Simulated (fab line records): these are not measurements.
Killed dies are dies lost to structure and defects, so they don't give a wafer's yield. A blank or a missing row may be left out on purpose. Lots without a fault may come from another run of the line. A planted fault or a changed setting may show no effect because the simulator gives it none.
What tool caused it? || flow sky130 || 6 lots, 18 wafers sampled, at 2 steps of a route of 708

== WHAT THE GAUGES SHOWED, per wafer ==
SKY_LDD_P_CD_MEAS_07: target cd 380 nm.
{"lot": "L289", "measured": "day 20 01:48", "on": "cdSem-02", "cdNm (nm)": "381.9 383.0 384.8"}
{"lot": "L291", "measured": "day 20 20:39", "on": "cdSem-01", "cdNm (nm)": "380.3 382.5 382.1"}
{"lot": "L302", "measured": "day 25 12:47", "on": "cdSem-02", "cdNm (nm)": "379.5 378.4 379.2"}
{"lot": "L303", "measured": "day 26 02:37", "on": "cdSem-01", "cdNm (nm)": "378.7 377.2 375.1"}
{"lot": "L306", "measured": "day 26 14:28", "on": "cdSem-01", "cdNm (nm)": "381.4 380.4 383.4"}
{"lot": "L307", "measured": "day 27 00:34", "on": "cdSem-01", "cdNm (nm)": "377.9 378.3 380.4"}

== EACH LOT AND THE TOOL THAT RAN IT (in order: tool; ch and the chambers of the sampled wafers; start) ==
{"lot": "L289", "SKY_LDD_P_EXPOSE_04": "ilineStepper-02 ch 0, day 19 10:18"}
{"lot": "L291", "SKY_LDD_P_EXPOSE_04": "ilineStepper-01 ch 0, day 20 06:12"}
{"lot": "L302", "SKY_LDD_P_EXPOSE_04": "ilineStepper-02 ch 0, day 24 22:38"}
{"lot": "L303", "SKY_LDD_P_EXPOSE_04": "ilineStepper-02 ch 0, day 25 12:10"}
{"lot": "L306", "SKY_LDD_P_EXPOSE_04": "ilineStepper-02 ch 0, day 26 00:26"}
{"lot": "L307", "SKY_LDD_P_EXPOSE_04": "ilineStepper-02 ch 0, day 26 10:20"}
- SKY_LDD_P_EXPOSE_04: exposes mask PSDM, target cd 380 nm.

== THE ANSWER, worked out from the rows above alone ==
Rule: the lots themselves supply what counts as usual. The widest of any qualifying gaps counts: lots, ordered by their means at a reading, are off when they make up no more than a third of the lots, leave a main group of 4 or more, and stand apart from it by 3 or more times the standard deviation of that group's means. A main group is skipped when, at the precision printed for the reading in the tables above, its means are all equal. A lot without any number at a reading at which 4 lots or more have one is off too. The other lots that the step has rows for count as sound.
None of the lots is off at any reading shown; this tells nothing.

== WHAT THE SIMULATOR HAD INSERTED ==
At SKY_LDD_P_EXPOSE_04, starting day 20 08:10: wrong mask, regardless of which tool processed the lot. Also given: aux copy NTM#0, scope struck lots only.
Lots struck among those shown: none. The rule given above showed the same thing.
